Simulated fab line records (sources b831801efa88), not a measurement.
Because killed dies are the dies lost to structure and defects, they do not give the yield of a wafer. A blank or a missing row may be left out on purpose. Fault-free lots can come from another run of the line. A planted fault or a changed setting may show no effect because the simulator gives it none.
Which of the tools did it?    flow sky130    14 lots, 42 wafers sampled, at 4 steps of a route of 708

WHAT THE GAUGES SHOWED, per wafer
SKY_DNWELL_TW_MEAS_09.
lot   measured     on             DNWELL_TW
L809  day 3 12:26  film-metro-01  1096 1093 1090
L810  day 3 18:46  film-metro-01  1100 1096 1097
L812  day 4 03:43  film-metro-02  1107 1112 1110
L814  day 4 18:04  film-metro-02  30 30 30
L815  day 5 12:55  film-metro-01  30 30 30
L818  day 5 14:19  film-metro-04  1097 1095 1098
L822  day 6 11:56  film-metro-01  1100 1109 1105
L823  day 6 18:55  film-metro-02  1109 1110 1116
L824  day 6 23:34  film-metro-04  1096 1098 1106
L825  day 7 08:19  film-metro-01  1102 1099 1100
L827  day 7 14:44  film-metro-01  1107 1103 1099
L828  day 7 21:34  film-metro-01  1107 1106 1105
L829  day 8 02:28  film-metro-02  1111 1115 1116
L830  day 8 09:34  film-metro-01  1114 1117 1114

SKY_VT_ADJUST_HVTP_CD_MEAS_07 targets a cd of 380 nm.
lot   measured      on         cd-nm (nm)
L809  day 6 10:12   cd-sem-02  379.2 377.6 378.9
L810  day 6 16:49   cd-sem-01  377.0 374.2 375.5
L812  day 7 04:58   cd-sem-02  378.1 382.4 381.0
L814  day 7 20:43   cd-sem-02  380.7 380.0 378.5
L815  day 8 18:19   cd-sem-01  374.9 376.1 377.2
L818  day 8 20:55   cd-sem-02  374.7 375.8 373.3
L822  day 9 21:58   cd-sem-01  384.1 384.7 386.1
L823  day 10 06:34  cd-sem-02  376.6 379.3 377.6
L824  day 10 11:46  cd-sem-02  381.4 378.6 379.4
L825  day 10 21:56  cd-sem-02  376.7 375.8 376.5
L827  day 11 07:09  cd-sem-01  381.9 381.1 380.7
L828  day 11 13:35  cd-sem-01  383.8 382.2 381.3
L829  day 11 19:31  cd-sem-01  377.8 376.7 377.5
L830  day 12 04:11  cd-sem-02  377.6 377.7 378.6

SKY_VT_ADJUST_NCORE_TW_MEAS_11.
lot   measured      on             VT_ADJUST_NCORE_TW
L809  day 8 22:41   film-metro-04  217.5 216.5 217.7
L810  day 9 05:43   film-metro-04  218.0 218.8 216.1
L812  day 9 19:38   film-metro-04  217.0 216.9 218.0
L814  day 10 12:58  film-metro-04  217.4 215.7 217.4
L815  day 11 13:40  film-metro-04  216.2 218.0 217.3
L818  day 11 17:28  film-metro-01  219.5 219.3 219.5
L822  day 12 21:33  film-metro-03  222.8 221.7 222.4
L823  day 13 07:19  film-metro-03  221.2 223.2 221.6
L824  day 13 12:25  film-metro-04  216.5 218.1 217.2
L825  day 14 00:52  film-metro-03  222.6 222.4 222.0
L827  day 14 09:44  film-metro-03  220.2 221.6 221.4
L828  day 14 17:11  film-metro-03  221.8 220.9 221.2
L829  day 15 00:19  film-metro-04  216.3 215.7 216.4
L830  day 15 09:23  film-metro-03  222.8 221.9 221.7

EACH LOT AND THE TOOL THAT RAN IT (in order: tool; ch and the chambers of the sampled wafers; start)
lot   SKY_DNWELL_DEVELOP_06
L809  litho-track-04 ch 0, day 3 12:00
L810  litho-track-01 ch 0, day 3 18:00
L812  litho-track-04 ch 0, day 4 03:00
L814  litho-track-01, day 4 17:00
L815  litho-track-01, day 5 12:00
L818  litho-track-01 ch 0, day 5 13:00
L822  litho-track-03 ch 0, day 6 11:00
L823  litho-track-01 ch 0, day 6 18:00
L824  litho-track-04 ch 0, day 6 23:00
L825  litho-track-04 ch 0, day 7 07:00
L827  litho-track-03 ch 0, day 7 14:00
L828  litho-track-03 ch 0, day 7 21:00
L829  litho-track-04 ch 0, day 8 02:00
L830  litho-track-04 ch 0, day 8 09:00
- SKY_DNWELL_DEVELOP_06: develop time 60 s.

AS READ BY THE TOOLS THEMSELVES (means over the sampled wafers that have a number; for cases with no such wafer, the mark the record gives instead)
SKY_DNWELL_DEVELOP_06.
lot   tool            chill-plate-temp-C (C)  resist-line-temp-C (C)
L809  litho-track-04  22.88                   23.05
L810  litho-track-01  22.96                   22.90
L812  litho-track-04  23.09                   23.00
L814  litho-track-01  -                       -
L815  litho-track-01  -                       -
L818  litho-track-01  23.01                   22.98
L822  litho-track-03  23.01                   22.98
L823  litho-track-01  22.81                   22.92
L824  litho-track-04  23.03                   22.97
L825  litho-track-04  22.96                   23.15
L827  litho-track-03  23.00                   23.09
L828  litho-track-03  22.88                   22.94
L829  litho-track-04  23.03                   23.03
L830  litho-track-04  22.87                   23.01

THE ANSWER, worked out from the rows above alone
Rule: usual is defined by the lots themselves. The widest of any qualifying gaps counts: lots, ordered by their means at a reading, are off when they make up no more than a third of the lots, leave a main group of 4 or more, and stand apart from it by 3 or more times the standard deviation of that group's means. A main group whose means are all the same, to the digits that the tables above print for the reading, isn't used. A lot without any number at a reading at which 4 lots or more have one is off too. All remaining lots with rows at the step are treated as sound. First the gauges in route order, then the tools' own readings, where a lot's mean is used as printed above. The first step at which some lot is off is used, and at that step the reading that is off furthest; a lot without a number counts as furthest.
Off: at SKY_DNWELL_TW_MEAS_09 (DNWELL_TW), L814, L815. Mean 1104 and standard deviation 6.8 in the main group.
If a tool, at a process step before that reading, ran all the lots that are off and no sound lot after the first of them, it fits. The gauges at SKY_DNWELL_TW_MEAS_09 aren't tried: what is off there is off at SKY_DNWELL_DEVELOP_06 too, on other tools, and a gauge's error can't cause that. None of those tried fits.

WHAT THE SIMULATOR HAD INSERTED
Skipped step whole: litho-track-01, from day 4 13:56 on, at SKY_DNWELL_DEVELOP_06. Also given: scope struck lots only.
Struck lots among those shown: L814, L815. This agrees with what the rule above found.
